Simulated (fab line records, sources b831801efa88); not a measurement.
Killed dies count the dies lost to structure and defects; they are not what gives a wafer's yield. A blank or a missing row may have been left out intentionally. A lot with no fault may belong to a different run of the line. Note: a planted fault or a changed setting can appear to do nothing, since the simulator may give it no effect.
Matching of chambers ; flow sky130 ; 4 sister chambers for SKY_VIA2_CMP_02 on cmp-01
The step polishes SiO2. 18 wafers are shown with their chamber, then 9 later ones without.

== WAFERS WITH THEIR CHAMBER ==
wafer;chamber;motor_current_A (A)
L713.2;3;13.4
L713.3;1;11.5
L713.6;3;13.0
L714.1;1;11.4
L714.2;3;13.3
L714.6;1;11.5
L716.1;2;12.2
L716.2;3;13.4
L716.3;0;10.9
L717.1;2;12.6
L717.2;3;12.9
L717.6;2;12.6
L719.3;0;10.1
L719.4;1;12.1
L719.6;0;10.8
L723.1;0;11.0
L723.5;1;11.8
L723.6;2;12.1

SIGNATURES, as means of the wafers listed above
reading;chamber 0;chamber 1;chamber 2;chamber 3;scatter within a chamber
motor_current_A;10.700;11.660;12.375;13.200;0.3
Rule: for a wafer and a chamber, the distance is found by dividing, reading by reading, the gap between the wafer's reading and the chamber's mean by the reading's scatter, squaring, summing and taking the root. The wafer belongs to the nearest chamber; if the next one is less than 2 further off, it can't be placed. How the scatter is found: for the shown wafers, subtract from each reading the mean of its chamber, square and add these, divide the total by (wafers less chambers), then take the root.

== WAFERS WHOSE CHAMBER IS MISSING ==
wafer;motor_current_A (A)
L724.2;12.3
L724.4;11.2
L724.5;12.9
L726.2;12.0
L726.3;13.0
L726.6;11.5
L728.2;10.2
L728.3;13.6
L728.4;11.7

== CHAMBER TAKEN BY EACH ==
wafer;from the rows above;in truth
L724.2;can't be placed: 2 or 1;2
L724.4;can't be placed: 1 or 0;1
L724.5;can't be placed: 3 or 2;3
L726.2;can't be placed: 1 or 2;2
L726.3;can't be placed: 3 or 2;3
L726.6;1;1
L728.2;0;0
L728.3;3;3
L728.4;1;1
4 of 9 placed correctly. Can't be placed from these rows: 5 (the true chamber is among the candidates in 5). Placed wrongly: 0.
